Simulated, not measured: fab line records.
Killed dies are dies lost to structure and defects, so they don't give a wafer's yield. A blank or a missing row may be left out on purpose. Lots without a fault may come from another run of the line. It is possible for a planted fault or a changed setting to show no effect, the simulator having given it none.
Struck lot and sound lot, side by side | flow sky130 | 18 steps out of a route of 708
Sound: wafers L762.2, L762.5, L762.6. Struck: wafers L768.1, L768.2. The cause is named last.
Each step with rows lists, per side, the tool, then ch with its chambers, then its first start. Under that, the readings that differ: sound wafers | struck wafers | difference of the means | sigmas: that difference in standard deviations of wafers without a fault.
alike: words and numbers the same on both sides, and readings whose means are apart by under 2 such deviations; not compared: readings that were withheld, readings missing a value for some wafer, numbers with overlapping values and no deviation given by the record, and bounds like >300 which may hide the same value.
A row with sigmas, a row that says differs or no value, or rows on one side alone: a step with any of these is where the two part. Numbers that don't overlap but have no deviation are shown without sigmas and don't part them. A reading missing from all wafers of one side parts the sides only when that side holds two or more wafers.

first, 4 steps without rows for these wafers: SKY_VT_ADJUST_LVTN_SOFTBAKE_14 (time 60 s); SKY_VT_ADJUST_LVTN_EXPOSE_15 (exposes mask HVN STD DERIVED, target cd 600 nm); SKY_VT_ADJUST_LVTN_PEB_16; SKY_VT_ADJUST_LVTN_DEVELOP_17 (develop time 60 s).
SKY_VT_ADJUST_LVTN_OVL_MEAS_18:
  sound: overlay-01 at day 9 05:04; struck: overlay-02 at day 10 17:16
  reading                    | sound       | struck    | difference | sigmas
  VT_ADJUST_LVTN_01_OVL (nm) | 2.8 0.9 3.0 | -0.9 -2.3 | -3.8       | -2
after that, 1 step had no rows for these wafers: SKY_VT_ADJUST_LVTN_IMPLANT_19.
SKY_VT_ADJUST_LVTN_STRIP_20: strips in O2/N2.
  sound on plasma_asher-03 ch 0,1, day 9 05:14; struck on plasma_asher-01 ch 0,1, day 10 17:27
  alike: drypump_motor_current_A, oes_product_au, strip_time_to_endpoint_s
  not compared: rf_hours_counter_h
SKY_VT_ADJUST_LVTN_TW_MEAS_21:
  sound: film_metro-04 at day 9 05:21; struck: film_metro-02 at day 10 17:33
  alike: VT_ADJUST_LVTN_2_TW
then, 4 steps without rows for these wafers: SKY_VT_ADJUST_NCORE_DEHYDRATE_00 (time 60 s); SKY_VT_ADJUST_NCORE_HMDS_01 (prime time 60 s); SKY_VT_ADJUST_NCORE_COAT_02 (resist thk 1140 nm); SKY_VT_ADJUST_NCORE_SOFTBAKE_03 (time 60 s).
SKY_VT_ADJUST_NCORE_EXPOSE_04: exposes mask LVTN COMPLEMENT THIN, target cd 380 nm.
  sound on iline_stepper-01 ch 0, day 9 15:22; struck on iline_stepper-02 ch 0, day 11 04:49
  alike: mask, stage_vel_mm_s
then, 2 steps without rows for these wafers: SKY_VT_ADJUST_NCORE_PEB_05; SKY_VT_ADJUST_NCORE_DEVELOP_06 (develop time 60 s).
SKY_VT_ADJUST_NCORE_CD_MEAS_07: target cd 380 nm.
  sound: cd_sem-01 at day 10 02:10; struck: cd_sem-02 at day 11 16:13
  reading    | sound             | struck      | difference | sigmas
  cd_nm (nm) | 377.9 381.2 377.7 | 370.7 367.3 | -9.9       | -4
SKY_VT_ADJUST_NCORE_OVL_MEAS_08:
  sound: overlay-01 at day 10 02:16; struck: overlay-02 at day 11 16:20
  alike: VT_ADJUST_NCORE_OVL
-- here the record skips 37 days between the struck wafers' starts before and after, leaving off in module VT_ADJUST_NCORE and picking up in module PAD_OPEN (first step shown: number 708 of the route) --
SKY_PAD_OPEN_PROBE_99:
  sound: prober-02 at day 47 02:06; struck: prober-01 at day 48 12:41
  alike: killed_at_M0_to_M3, killed_at_M4_up, killed_at_contacts, killed_at_front_end, killed_at_other, killed_dies, killed_open, killed_short

== WHERE THEY PART ==
At SKY_VT_ADJUST_LVTN_OVL_MEAS_18 first; at SKY_VT_ADJUST_NCORE_CD_MEAS_07 last (within this record only). Later steps at which nothing parts them and some readings are alike: SKY_VT_ADJUST_NCORE_OVL_MEAS_08, SKY_PAD_OPEN_PROBE_99.

WHY: the cause the simulator had injected
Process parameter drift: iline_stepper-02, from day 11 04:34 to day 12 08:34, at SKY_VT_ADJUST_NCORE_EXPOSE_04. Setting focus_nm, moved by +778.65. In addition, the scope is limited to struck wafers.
